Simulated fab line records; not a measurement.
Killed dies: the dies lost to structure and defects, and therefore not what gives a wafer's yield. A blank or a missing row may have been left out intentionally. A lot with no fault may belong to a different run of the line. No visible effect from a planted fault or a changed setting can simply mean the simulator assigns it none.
What tool caused it? | flow sky130 | 13 lots with 39 wafers sampled at 4 steps, on a route of 708 steps

## WHAT EACH GAUGE READ, for each wafer
SKY_METAL2_THK_MEAS_06: measures by xrf. Usual: METAL2_ALCU_THK gives 255.9 nm (standard deviation 3).
lot  | measured     | on            | METAL2_ALCU_THK (nm) | flag
L230 | day 34 05:19 | film metro-02 | 254.0 252.9 255.8    |
L232 | day 35 08:49 | film metro-03 | 252.8 252.1 255.2    |
L233 | day 35 15:35 | film metro-04 | 258.1 254.8 257.0    |
L234 | day 35 17:28 | film metro-04 | 255.7 255.3 253.0    |
L238 | day 37 10:30 | film metro-04 | 259.2 259.4 259.7    |
L243 | day 38 21:22 | film metro-03 | 251.5 252.9 255.4    |
L244 | day 38 22:29 | film metro-04 | 251.5 255.1 252.4    |
L245 | day 39 01:36 | film metro-02 | 258.0 256.9 258.9    |
L246 | day 39 13:51 | film metro-02 | 254.4 256.0 253.5    |
L247 | day 39 15:36 | film metro-02 | 258.7 260.5 262.6    |
L249 | day 40 08:09 | film metro-02 | 261.0 261.1 261.1    |
L250 | day 40 13:01 | film metro-02 | 254.6 255.2 257.2    |
L251 | day 41 01:42 | film metro-02 | 257.1 255.9 256.2    |

SKY_VIA4_BOW_MEAS_03. Usual: VIA4_BOW gives 81 um (standard deviation 8.4).
lot  | measured     | on            | VIA4_BOW (um) | flag
L230 | day 42 03:03 | film metro-02 | 67 79 90      |
L232 | day 43 01:53 | film metro-02 | 91 91 88      |
L233 | day 43 07:52 | film metro-02 | 80 83 86      |
L234 | day 43 08:29 | film metro-01 | 78 68 77      |
L238 | day 44 23:04 | film metro-02 | 91 80 84      |
L243 | day 46 02:19 | film metro-02 | 74 71 64      |
L244 | day 46 03:20 | film metro-01 | 80 75 73      |
L245 | day 46 08:18 | film metro-02 | 72 66 73      |
L246 | day 46 17:04 | film metro-01 | 86 66 84      |
L247 | day 46 18:45 | film metro-01 | 89 85 79      |
L249 | day 47 07:32 | film metro-01 | 99 90 71      |
L250 | day 47 11:15 | film metro-01 | 83 86 84      |
L251 | day 47 21:29 | film metro-04 | 71 77 75      |

## WHAT TOOL EACH LOT RAN ON (gives the tool, then ch and the chambers of the sampled wafers, and finally the start)
lot  | SKY_VIA2_SPUTTER_20          | SKY_CAP2M_SPUTTER_02
L230 | pvd sputter-04, day 36 13:55 | pvd sputter-04, day 40 00:43
L232 | pvd sputter-01, day 37 16:08 | pvd sputter-01, day 41 00:23
L233 | pvd sputter-03, day 37 22:43 | pvd sputter-01, day 41 06:34
L234 | pvd sputter-03, day 38 00:02 | pvd sputter-01, day 41 06:53
L238 | pvd sputter-03, day 39 16:50 | pvd sputter-02, day 42 23:16
L243 | pvd sputter-01, day 41 01:01 | pvd sputter-02, day 44 04:29
L244 | pvd sputter-01, day 41 02:29 | pvd sputter-04, day 44 05:31
L245 | pvd sputter-03, day 41 04:58 | pvd sputter-04, day 44 08:16
L246 | pvd sputter-04, day 41 16:52 | pvd sputter-01, day 44 19:28
L247 | pvd sputter-04, day 41 18:03 | pvd sputter-01, day 44 21:12
L249 | pvd sputter-01, day 42 09:50 | pvd sputter-04, day 45 10:22
L250 | pvd sputter-01, day 42 15:07 | pvd sputter-04, day 45 16:09
L251 | pvd sputter-01, day 43 03:20 | pvd sputter-01, day 46 03:17
- SKY_VIA2_SPUTTER_20: material TiN, target thk 20 nm, time 80 s.
- SKY_CAP2M_SPUTTER_02: material TiN, target thk 200 nm, time 166.7 s.

## WHAT THE TOOLS THEMSELVES READ (means of the sampled wafers that have a number; where no wafer has one, the mark that the record gives instead)
SKY_VIA2_SPUTTER_20. Usual: chamber pressure pa 5.001 Pa, standard deviation 0.011; throttle valve pct 29.8 %, standard deviation 1.6.
lot  | tool           | chamber pressure pa (Pa) | throttle valve pct (%) | flag
L230 | pvd sputter-04 | 5.015                    | 31.4                   |
L232 | pvd sputter-01 | 4.991                    | 30.5                   |
L233 | pvd sputter-03 | 4.999                    | 29.0                   |
L234 | pvd sputter-03 | 5.004                    | 28.8                   |
L238 | pvd sputter-03 | 5.013                    | 29.7                   |
L243 | pvd sputter-01 | 5.004                    | 30.6                   |
L244 | pvd sputter-01 | 5.000                    | 30.8                   |
L245 | pvd sputter-03 | 4.990                    | 30.6                   |
L246 | pvd sputter-04 | 5.008                    | 30.8                   |
L247 | pvd sputter-04 | 5.000                    | 31.0                   |
L249 | pvd sputter-01 | 4.989                    | 30.2                   |
L250 | pvd sputter-01 | 5.002                    | 29.5                   |
L251 | pvd sputter-01 | 4.996                    | 29.8                   |

SKY_CAP2M_SPUTTER_02. Usual: chamber pressure pa 0.3999 Pa, standard deviation 0.0008; throttle valve pct 30.3 %, standard deviation 0.99.
lot  | tool           | chamber pressure pa (Pa) | throttle valve pct (%) | flag
L230 | pvd sputter-04 | 0.4004                   | 30.2                   |
L232 | pvd sputter-01 | 0.3995                   | 30.1                   |
L233 | pvd sputter-01 | 0.3988                   | 30.9                   |
L234 | pvd sputter-01 | 0.3940                   | 30.3                   | OFF
L238 | pvd sputter-02 | 0.4009                   | 30.2                   |
L243 | pvd sputter-02 | 0.3999                   | 30.3                   |
L244 | pvd sputter-04 | 0.4000                   | 29.4                   |
L245 | pvd sputter-04 | 0.3991                   | 31.1                   |
L246 | pvd sputter-01 | 0.4008                   | 30.2                   |
L247 | pvd sputter-01 | 0.3996                   | 30.4                   |
L249 | pvd sputter-04 | 0.4005                   | 30.3                   |
L250 | pvd sputter-04 | 0.3998                   | 31.5                   |
L251 | pvd sputter-01 | 0.4008                   | 30.3                   |

## THE ANSWER, worked out from the rows above alone
Rule: a lot is off if the mean of its wafers that have a number lies more than 3 standard deviations from the usual mean. A lot without any number at a reading at which 4 lots or more have one is off too. Where the step has rows for the other lots, those lots are counted as sound. The gauges are gone through in route order, then the tools' own readings, and for those a lot's mean is taken as printed above. At the first step where some lot is off, the reading lying furthest off is the one used; lots without a number count as furthest.
Off: L234 (SKY_CAP2M_SPUTTER_02, chamber pressure pa).
If a tool, at that step or one of the process steps before it, ran each lot that is off and ran no sound lot following the first of them, it fits. Of those tried, none fits.

## WHAT HAD BEEN PUT IN BY THE SIMULATOR
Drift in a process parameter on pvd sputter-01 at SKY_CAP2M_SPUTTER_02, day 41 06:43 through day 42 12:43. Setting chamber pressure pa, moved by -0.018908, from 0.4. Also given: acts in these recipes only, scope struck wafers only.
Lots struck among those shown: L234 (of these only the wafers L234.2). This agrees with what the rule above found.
